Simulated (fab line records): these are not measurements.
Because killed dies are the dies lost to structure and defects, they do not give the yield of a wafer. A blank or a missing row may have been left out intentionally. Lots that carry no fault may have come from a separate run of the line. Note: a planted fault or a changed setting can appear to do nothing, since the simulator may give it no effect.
Chamber matching :: flow gf180mcu :: 4 sister chambers for GF_V3_CMP_04 on cmp-02
The step polishes SiO2. 14 wafers are shown with their chamber, then 7 later ones without.

== WAFERS PAIRED WITH THEIR CHAMBERS ==
wafer: L242.1
chamber: 0
motor_current_A (A): 11.1
retaining_ring_pressure_frac: 0.996
slurry_filter_dp_kPa (kPa): 13.34

wafer: L242.2
chamber: 2
motor_current_A (A): 13.2
retaining_ring_pressure_frac: 1.010
slurry_filter_dp_kPa (kPa): 13.53

wafer: L242.6
chamber: 1
motor_current_A (A): 12.5
retaining_ring_pressure_frac: 1.002
slurry_filter_dp_kPa (kPa): 13.65

wafer: L243.4
chamber: 3
motor_current_A (A): 12.4
retaining_ring_pressure_frac: 1.002
slurry_filter_dp_kPa (kPa): 13.52

wafer: L243.5
chamber: 0
motor_current_A (A): 11.4
retaining_ring_pressure_frac: 1.006
slurry_filter_dp_kPa (kPa): 13.52

wafer: L243.6
chamber: 3
motor_current_A (A): 12.6
retaining_ring_pressure_frac: 1.003
slurry_filter_dp_kPa (kPa): 13.70

wafer: L244.1
chamber: 2
motor_current_A (A): 12.5
retaining_ring_pressure_frac: 1.005
slurry_filter_dp_kPa (kPa): 13.42

wafer: L244.2
chamber: 0
motor_current_A (A): 10.8
retaining_ring_pressure_frac: 1.002
slurry_filter_dp_kPa (kPa): 13.53

wafer: L244.3
chamber: 3
motor_current_A (A): 13.0
retaining_ring_pressure_frac: 0.993
slurry_filter_dp_kPa (kPa): 13.59

wafer: L246.2
chamber: 3
motor_current_A (A): 12.0
retaining_ring_pressure_frac: 1.000
slurry_filter_dp_kPa (kPa): 13.43

wafer: L246.4
chamber: 0
motor_current_A (A): 11.0
retaining_ring_pressure_frac: 1.001
slurry_filter_dp_kPa (kPa): 13.64

wafer: L246.6
chamber: 3
motor_current_A (A): 11.9
retaining_ring_pressure_frac: 0.991
slurry_filter_dp_kPa (kPa): 13.40

wafer: L256.2
chamber: 1
motor_current_A (A): 11.7
retaining_ring_pressure_frac: 1.008
slurry_filter_dp_kPa (kPa): 13.69

wafer: L256.5
chamber: 1
motor_current_A (A): 12.1
retaining_ring_pressure_frac: 1.002
slurry_filter_dp_kPa (kPa): 13.53

SIGNATURES (averages over the wafers above)
reading: motor_current_A
chamber 0: 11.075
chamber 1: 12.100
chamber 2: 12.850
chamber 3: 12.380
scatter within a chamber: 0.395

reading: retaining_ring_pressure_frac
chamber 0: 1.00125
chamber 1: 1.00400
chamber 2: 1.00750
chamber 3: 0.99780
scatter within a chamber: 0.00454

reading: slurry_filter_dp_kPa
chamber 0: 13.5075
chamber 1: 13.6233
chamber 2: 13.4750
chamber 3: 13.5280
scatter within a chamber: 0.112
Rule: a wafer lies at a distance from a chamber equal to the root of the sum of squares, over the readings, of (its reading less the chamber's mean, divided by the reading's scatter). The wafer belongs to the nearest chamber; if the next one is less than 2 further off, it can't be placed. The scatter is the square root of a quotient: the sum, over the shown wafers, of each reading's squared deviation from its chamber's mean, divided by wafers minus chambers.

== WAFERS WHOSE CHAMBER IS MISSING ==
wafer: L256.6
motor_current_A (A): 10.6
retaining_ring_pressure_frac: 0.997
slurry_filter_dp_kPa (kPa): 13.52

wafer: L258.2
motor_current_A (A): 12.5
retaining_ring_pressure_frac: 1.004
slurry_filter_dp_kPa (kPa): 13.50

wafer: L258.5
motor_current_A (A): 12.2
retaining_ring_pressure_frac: 1.005
slurry_filter_dp_kPa (kPa): 13.56

wafer: L258.6
motor_current_A (A): 10.8
retaining_ring_pressure_frac: 1.003
slurry_filter_dp_kPa (kPa): 13.47

wafer: L261.1
motor_current_A (A): 12.6
retaining_ring_pressure_frac: 0.996
slurry_filter_dp_kPa (kPa): 13.64

wafer: L261.4
motor_current_A (A): 12.4
retaining_ring_pressure_frac: 1.006
slurry_filter_dp_kPa (kPa): 13.89

wafer: L261.6
motor_current_A (A): 12.6
retaining_ring_pressure_frac: 1.006
slurry_filter_dp_kPa (kPa): 13.56

== EACH ONE'S CHAMBER ==
wafer: L256.6
from the rows above: 0
in truth: 0

wafer: L258.2
from the rows above: can't be placed: 2 or 3 or 1
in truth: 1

wafer: L258.5
from the rows above: can't be placed: 1 or 3 or 2
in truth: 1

wafer: L258.6
from the rows above: 0
in truth: 0

wafer: L261.1
from the rows above: can't be placed: 3 or 1 or 2
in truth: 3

wafer: L261.4
from the rows above: can't be placed: 1 or 3 or 2
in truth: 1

wafer: L261.6
from the rows above: can't be placed: 2 or 1 or 3
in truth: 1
Correctly placed: 2 of 7. These rows do not allow placing 5 (true chamber among the candidates in 5). 0 placed wrongly.
